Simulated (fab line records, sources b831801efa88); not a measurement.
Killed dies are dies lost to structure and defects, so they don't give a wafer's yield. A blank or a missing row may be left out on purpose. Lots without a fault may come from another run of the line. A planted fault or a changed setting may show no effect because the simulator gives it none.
Tool commonality check | flow gf180mcu | 11 lots, 32 wafers sampled

WHY IT WAS OPENED
At GF_NWELL_TW_MEAS_11 the reading NWELL_TW is flagged on 1 of 11 lots. Wafers without a fault read 1572, standard deviation 13.
Rule: a lot is flagged when every wafer of it that has a number lies more than 4 standard deviations from that mean, or none has a number. The other lots count as sound.

lot  | measured    | on            | NWELL_TW, wafer by wafer | flag
L542 | day 3 07:31 | film_metro-03 | 1545 1547 1543           |
L543 | day 3 12:08 | film_metro-04 | 1589 1575 1583           |
L544 | day 3 17:21 | film_metro-04 | 1588 1579 1590           |
L545 | day 3 22:18 | film_metro-02 | 1580 1579 1583           |
L546 | day 4 07:01 | film_metro-04 | 1579 1577 1577           |
L547 | day 4 09:51 | film_metro-02 | 1578 1590 1573           |
L549 | day 4 22:11 | film_metro-02 | 1583 1580 1589           |
L556 | day 6 12:17 | film_metro-02 | 1937 1940                | FLAGGED
L560 | day 7 11:51 | film_metro-03 | 1562 1564 1554           |
L562 | day 7 21:05 | film_metro-03 | 1565 1559 1559           |
L565 | day 8 12:30 | film_metro-04 | 1570 1571 1581           |
The numbers of the flagged lots are 1938 on average: +366 against the usual, or +28 standard deviations.

WHICH TOOL RAN EACH LOT
The record holds 2 process steps before the reading, out of a route of 602 steps. In each cell: the tool, then ch and the chambers that the sampled wafers went through, then the start.
lot  | flag    | GF_DNWELL_COAT_02                | GF_DNWELL_STRIP_08
L542 |         | litho_track-01 ch 0, day 2 11:58 | plasma_asher-02 ch 0,1, day 2 18:39
L543 |         | litho_track-02 ch 0, day 2 17:07 | plasma_asher-01 ch 0,1, day 2 23:25
L544 |         | litho_track-01 ch 0, day 2 22:34 | plasma_asher-01 ch 0,1, day 3 04:34
L545 |         | litho_track-01 ch 0, day 3 02:46 | plasma_asher-02 ch 1, day 3 09:43
L546 |         | litho_track-01 ch 0, day 3 11:11 | plasma_asher-01 ch 0,1, day 3 17:25
L547 |         | litho_track-01 ch 0, day 3 13:19 | plasma_asher-04 ch 0,1, day 3 19:46
L549 |         | litho_track-01 ch 0, day 4 01:25 | plasma_asher-01 ch 0,1, day 4 08:37
L556 | FLAGGED | litho_track-02 ch 0, day 5 14:05 | plasma_asher-01 ch 1, day 5 20:33
L560 |         | litho_track-04 ch 0, day 6 11:07 | plasma_asher-02 ch 0,1, day 6 19:22
L562 |         | litho_track-01 ch 0, day 6 20:47 | plasma_asher-02 ch 0,1, day 7 04:28
L565 |         | litho_track-01 ch 0, day 7 12:23 | plasma_asher-02 ch 0,1, day 7 20:28
What these steps do:
- GF_DNWELL_COAT_02: resist thk 3000 nm.
- GF_DNWELL_STRIP_08: strips in O2/N2.
- GF_NWELL_TW_MEAS_11

FLAGGED OVER TOTAL, TOOL BY TOOL (the gauges that took the reading come last)
step                | tool            | lots run | flagged | share of the flagged lots | sound lots run after its first flagged lot
GF_DNWELL_COAT_02   | litho_track-01  | 8        | 0       | none                      | -
GF_DNWELL_COAT_02   | litho_track-02  | 2        | 1       | all                       | 0
GF_DNWELL_COAT_02   | litho_track-04  | 1        | 0       | none                      | -
GF_DNWELL_STRIP_08  | plasma_asher-01 | 5        | 1       | all                       | 0
GF_DNWELL_STRIP_08  | plasma_asher-02 | 5        | 0       | none                      | -
GF_DNWELL_STRIP_08  | plasma_asher-04 | 1        | 0       | none                      | -
GF_NWELL_TW_MEAS_11 | film_metro-02   | 4        | 1       | all                       | 0
GF_NWELL_TW_MEAS_11 | film_metro-03   | 3        | 0       | none                      | -
GF_NWELL_TW_MEAS_11 | film_metro-04   | 4        | 0       | none                      | -

WHAT THE TABLE ALLOWS
3 rows of the table ran every flagged lot: litho_track-02 at GF_DNWELL_COAT_02, plasma_asher-01 at GF_DNWELL_STRIP_08, film_metro-02 at GF_NWELL_TW_MEAS_11.
- litho_track-02 at GF_DNWELL_COAT_02: 1 of its 2 lots flagged. Its last sound lot is L543 (day 2 17:07), its first flagged lot L556 (day 5 14:05): a fault that began between those two fits.
- plasma_asher-01 at GF_DNWELL_STRIP_08: 1 of its 5 lots flagged. Its last sound lot is L549 (day 4 08:37), its first flagged lot L556 (day 5 20:33): a fault that began between those two fits. Its own readings lie more than 4 standard deviations out on every wafer of the flagged lots: strip_time_to_endpoint_s.
- film_metro-02 at GF_NWELL_TW_MEAS_11: 1 of its 4 lots flagged. Its last sound lot is L549 (day 4 22:11), its first flagged lot L556 (day 6 12:17): a fault that began between those two fits.
Counting lots can't tell these 3 tools apart, because each fits a fault that began at some hour. More lots, or a look at what each step does to the wafer, might.

WHAT THE SIMULATOR HAD PUT IN
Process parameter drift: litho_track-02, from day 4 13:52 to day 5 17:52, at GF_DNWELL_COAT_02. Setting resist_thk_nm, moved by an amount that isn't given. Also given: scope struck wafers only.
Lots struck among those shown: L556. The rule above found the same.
